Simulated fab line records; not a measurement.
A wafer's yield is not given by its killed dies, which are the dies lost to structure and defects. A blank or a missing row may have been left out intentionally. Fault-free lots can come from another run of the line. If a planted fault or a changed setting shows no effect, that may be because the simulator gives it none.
A lot that was struck, set against a sound lot / flow sky130 / 17 steps out of a route of 708
Sound: these wafers, L360.3, L360.4, L360.5. Wafers L365.1, L365.3, L365.5 were the ones struck. The cause is named last.
Per side, at each step with rows, come the tool, then ch with its chambers, and then its first start. Under that, the readings that differ: sound wafers / struck wafers / difference of the means / sigmas: that difference in standard deviations of wafers without a fault.
alike: a reading whose means differ by less than 2 such deviations, as well as words and numbers matching on both sides. not compared: withheld readings; readings where some wafer has no value; bounds like >300 that might hide an equal value; numbers whose values overlap and for which the record gives no deviation.
The two part at a step that has a row with sigmas, a row that says differs or no value, or rows on one side only. Non-overlapping numbers with no deviation appear without sigmas and do not part them. A reading missing from all wafers of one side parts the sides only when that side holds two or more wafers.

SKY_GATE_OXIDE_TW_MEAS_14:
  sound on filmMetro-03, day 15 04:16; struck on filmMetro-03, day 17 03:56
  alike: GATE_OXIDE_TW
then, 3 steps without rows for these wafers: SKY_GATE_OXIDE_CLEAN_15 (cleans in SC1/SC2, time 150 s); SKY_GATE_OXIDE_OXIDATION_16 (stabilise 600 s, purge 300 s, target thk 3.57 nm); SKY_POLY_GATE_CVD_00 (deposits poly-Si, target thk 180 nm, time 720 s).
SKY_POLY_GATE_THK_MEAS_01:
  sound on filmMetro-01, day 15 07:50; struck on filmMetro-03, day 17 07:29
  alike: POLY_GATE_CVD_00_THK
then, 7 steps without rows for these wafers: SKY_RES_PROTECT_DEHYDRATE_00 (time 60 s); SKY_RES_PROTECT_HMDS_01 (prime time 60 s); SKY_RES_PROTECT_COAT_02 (resist thk 1140 nm); SKY_RES_PROTECT_SOFTBAKE_03 (time 60 s); SKY_RES_PROTECT_EXPOSE_04 (exposes mask RPM, target cd 1270 nm); SKY_RES_PROTECT_PEB_05; SKY_RES_PROTECT_DEVELOP_06 (develop time 60 s).
SKY_POLY_GATE_IMPLANT_02:
  sound on implanter-01 ch 0, day 16 11:56; struck on implanter-04 ch 0, day 18 13:02
reading=beamOnS (s); sound=35.8 35.6 37.4; struck=14.1 13.9 14.0; difference=-22.3; sigmas=-22
reading=doseIonsCm2; sound=7.694e+15 7.695e+15 7.686e+15; struck=2.886e+15 2.884e+15 2.904e+15; difference=-4.800e+15; sigmas=-99 or more
reading=endStationPressureTorr (Torr); sound=1.02e-05 1.02e-05 9.9e-06; struck=1.3e-05 1.41e-05 1.32e-05; difference=+3.3e-06; sigmas=+6
SKY_RES_PROTECT_STRIP_07: strips in O2/N2.
  sound on plasmaAsher-04 ch 0,1, day 16 12:04; struck on plasmaAsher-01 ch 0, day 18 13:11
reading=oesProductAu (a.u.); sound=0.510 0.517 0.519; struck=0.577 0.574 0.573; difference=+0.059; sigmas=+14
reading=stripTimeToEndpointS (s); sound=23.25 23.25 23.26; struck=19.43 19.47 19.47; difference=-3.80; sigmas=-99 or more
  alike: drypumpMotorCurrentA
  not compared: rfHoursCounterH
SKY_RES_PROTECT_TW_MEAS_08:
  sound on filmMetro-04, day 16 12:10; struck on filmMetro-04, day 18 13:17
reading=POLY_GATE_TW; sound=4092 4081 4072; struck=3725 3718 3732; difference=-357; sigmas=-8
then, 1 step without rows for these wafers: SKY_RES_PROTECT_CLEAN_09 (cleans in SC1/SC2, time 150 s).
-- record jumps: 30 days separate the struck wafers' starts on either side; left off in module RES_PROTECT, taken up again in module PAD_OPEN, whose first shown step is the route's number 708 --
SKY_PAD_OPEN_PROBE_99:
  sound on prober-02, day 46 23:41; struck on prober-01, day 48 05:33
reading=model.etest.resPoly.lineOhmUm; sound=508.1 532 552.1; struck=1498 1432 1545; difference=+961; sigmas=
reading=model.etest.liconPoly.rcOhm; sound=148 149.5 149.4; struck=1008 927.1 977.3; difference=+822; sigmas=
reading=model.etest.resPoly.rsOhmSq; sound=48.44 48.26 49.48; struck=143.4 136.7 143.9; difference=+92.6; sigmas=
reading=model.etest.nfet_01v8.rOnOhmUm; sound=834.3 812 799.7; struck=855 856.1 855.1; difference=+40; sigmas=
reading=model.etest.nfet_01v8_swapped.driveUaUm; sound=500.1 513.4 521.7; struck=485.7 482.2 479.7; difference=-29.2; sigmas=
reading=model.etest.nfet_01v8_turned.driveUaUm; sound=502.1 514.1 517.9; struck=482.7 484.2 479.9; difference=-29.1; sigmas=
reading=model.etest.nfet_01v8_lvt.driveUaUm; sound=573 587.5 593; struck=555.8 558.2 555.4; difference=-28.0; sigmas=
reading=model.etest.nfet_01v8.driveUaUm; sound=500.3 518.9 518.3; struck=481.5 485.2 485; difference=-28.6; sigmas=
  alike: killed_at_M0_to_M3, killed_at_M4_up, killedAtContacts, killedAtFrontEnd, killedAtOther, killedDies, killedOpen, killedShort

== WHERE THEY PART ==
Last at SKY_RES_PROTECT_TW_MEAS_08 as far as this record goes, first at SKY_POLY_GATE_IMPLANT_02. Later steps at which nothing parts them and some readings are alike: SKY_PAD_OPEN_PROBE_99.

WHY: whatever the simulator had introduced
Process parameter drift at SKY_POLY_GATE_IMPLANT_02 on implanter-04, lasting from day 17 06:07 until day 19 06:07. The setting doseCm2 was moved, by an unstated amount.
